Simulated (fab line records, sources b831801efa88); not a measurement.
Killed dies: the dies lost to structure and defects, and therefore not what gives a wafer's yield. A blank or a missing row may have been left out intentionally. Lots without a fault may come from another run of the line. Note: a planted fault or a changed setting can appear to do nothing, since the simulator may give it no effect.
Check of tool commonality + flow gf180mcu + Lots sampled 13, wafers sampled 45

THE REASON FOR OPENING IT
GF_PSD_RS_MEAS_14, reading NSD_RS: flagged on 2 of 13 lots. Wafers without a fault read 46.14 ohm/sq, standard deviation 0.098.
Rule: a lot is flagged in two cases, either no wafer of it has a number, or all its wafers with numbers fall more than 4 standard deviations from that mean. The rest of the lots are taken to be sound.

| lot  | measured     | on            | NSD_RS (ohm/sq), wafer by wafer     | flag    |
|------|--------------|---------------|-------------------------------------|---------|
| L636 | day 14 19:42 | film metro-03 | 46.13 46.13 46.17                   |         |
| L637 | day 14 22:47 | film metro-03 | 46.12 46.16 46.28                   |         |
| L638 | day 15 03:53 | film metro-03 | 45.98 46.03 46.00                   |         |
| L641 | day 16 15:17 | film metro-04 | 46.90 46.91 46.93 46.92 46.94 47.01 | FLAGGED |
| L642 | day 16 19:35 | film metro-04 | 46.83 46.85 46.83 46.92 46.85 46.80 | FLAGGED |
| L650 | day 20 02:28 | film metro-03 | 46.14 46.09 46.08                   |         |
| L651 | day 20 04:13 | film metro-04 | 46.16 46.15 46.05                   |         |
| L652 | day 20 06:15 | film metro-04 | 46.27 46.20 46.14                   |         |
| L653 | day 21 00:53 | film metro-03 | 46.17 46.19 46.23                   |         |
| L654 | day 21 08:18 | film metro-03 | 45.96 46.13 46.03                   |         |
| L656 | day 21 14:29 | film metro-03 | 46.02 46.03 46.01                   |         |
| L657 | day 22 04:17 | film metro-04 | 46.22 46.18 46.24                   |         |
| L658 | day 22 07:43 | film metro-02 | 46.03 46.07 46.13                   |         |
The numbers of the flagged lots are 46.89 ohm/sq on average: +0.75 ohm/sq against the usual, or +8 standard deviations.

TOOL THAT RAN EACH LOT
The record holds 2 process steps before the reading, out of a route of 602 steps. Each cell gives the tool, then ch followed by the chambers the sampled wafers passed through, then the start.
| lot  | flag    | GF_NSD_IMPLANT_09               | GF_NSD_STRIP_11                      |
|------|---------|---------------------------------|--------------------------------------|
| L636 |         | implanter-04 ch 0, day 13 22:02 | plasma asher-03 ch 0,1, day 13 22:20 |
| L637 |         | implanter-02 ch 0, day 14 01:05 | plasma asher-03 ch 0,1, day 14 01:23 |
| L638 |         | implanter-02 ch 0, day 14 05:20 | plasma asher-01 ch 0,1, day 14 05:38 |
| L641 | FLAGGED | implanter-02 ch 0, day 15 16:53 | plasma asher-01 ch 0,1, day 15 17:10 |
| L642 | FLAGGED | implanter-02 ch 0, day 15 20:38 | plasma asher-03 ch 0,1, day 15 20:56 |
| L650 |         | implanter-02 ch 0, day 19 01:22 | plasma asher-04 ch 0,1, day 19 01:39 |
| L651 |         | implanter-03 ch 0, day 19 02:53 | plasma asher-01 ch 0,1, day 19 03:10 |
| L652 |         | implanter-03 ch 0, day 19 05:49 | plasma asher-01 ch 0,1, day 19 06:06 |
| L653 |         | implanter-02 ch 0, day 19 23:48 | plasma asher-01 ch 0,1, day 20 00:06 |
| L654 |         | implanter-03 ch 0, day 20 07:14 | plasma asher-03 ch 0,1, day 20 07:32 |
| L656 |         | implanter-04 ch 0, day 20 14:26 | plasma asher-01 ch 0,1, day 20 14:44 |
| L657 |         | implanter-04 ch 0, day 21 03:59 | plasma asher-01 ch 0,1, day 21 04:17 |
| L658 |         | implanter-04 ch 0, day 21 07:41 | plasma asher-03 ch 0,1, day 21 07:59 |
What the steps here do:
- GF_NSD_IMPLANT_09
- GF_NSD_STRIP_11: strips in O2/N2.
- GF_PSD_RS_MEAS_14: measures by four-point-probe.

FLAGGED AGAINST TOTAL, ONE TOOL AT A TIME (gauges that did the reading follow at the end)
| step              | tool            | lots run | flagged | share of the flagged lots | sound lots run after its first flagged lot |
|-------------------|-----------------|----------|---------|---------------------------|--------------------------------------------|
| GF_NSD_IMPLANT_09 | implanter-02    | 6        | 2       | all                       | 2 (L650,L653)                              |
| GF_NSD_IMPLANT_09 | implanter-03    | 3        | 0       | none                      | -                                          |
| GF_NSD_IMPLANT_09 | implanter-04    | 4        | 0       | none                      | -                                          |
| GF_NSD_STRIP_11   | plasma asher-01 | 7        | 1       | some                      | 5 (L651,L652,L653,L656,L657)               |
| GF_NSD_STRIP_11   | plasma asher-03 | 5        | 1       | some                      | 2 (L654,L658)                              |
| GF_NSD_STRIP_11   | plasma asher-04 | 1        | 0       | none                      | -                                          |
| GF_PSD_RS_MEAS_14 | film metro-02   | 1        | 0       | none                      | -                                          |
| GF_PSD_RS_MEAS_14 | film metro-03   | 7        | 0       | none                      | -                                          |
| GF_PSD_RS_MEAS_14 | film metro-04   | 5        | 2       | all                       | 3 (L651,L652,L657)                         |

WHAT THE TABLE PERMITS
2 rows of the table ran every flagged lot: implanter-02 at GF_NSD_IMPLANT_09, film metro-04 at GF_PSD_RS_MEAS_14.
- implanter-02 at GF_NSD_IMPLANT_09 ran 6 lots, 2 of them flagged. Sound lots ran on it after the first flagged one (L650, L653), which a lasting fault on the whole tool wouldn't allow.
- film metro-04 at GF_PSD_RS_MEAS_14 ran 5 lots, 2 of them flagged. Sound lots ran on it after the first flagged one (L651, L652, L657), which a lasting fault on the whole tool wouldn't allow.
Every row of the table either missed a flagged lot or ran a sound lot after the first.

WHAT WAS PUT IN BY THE SIMULATOR
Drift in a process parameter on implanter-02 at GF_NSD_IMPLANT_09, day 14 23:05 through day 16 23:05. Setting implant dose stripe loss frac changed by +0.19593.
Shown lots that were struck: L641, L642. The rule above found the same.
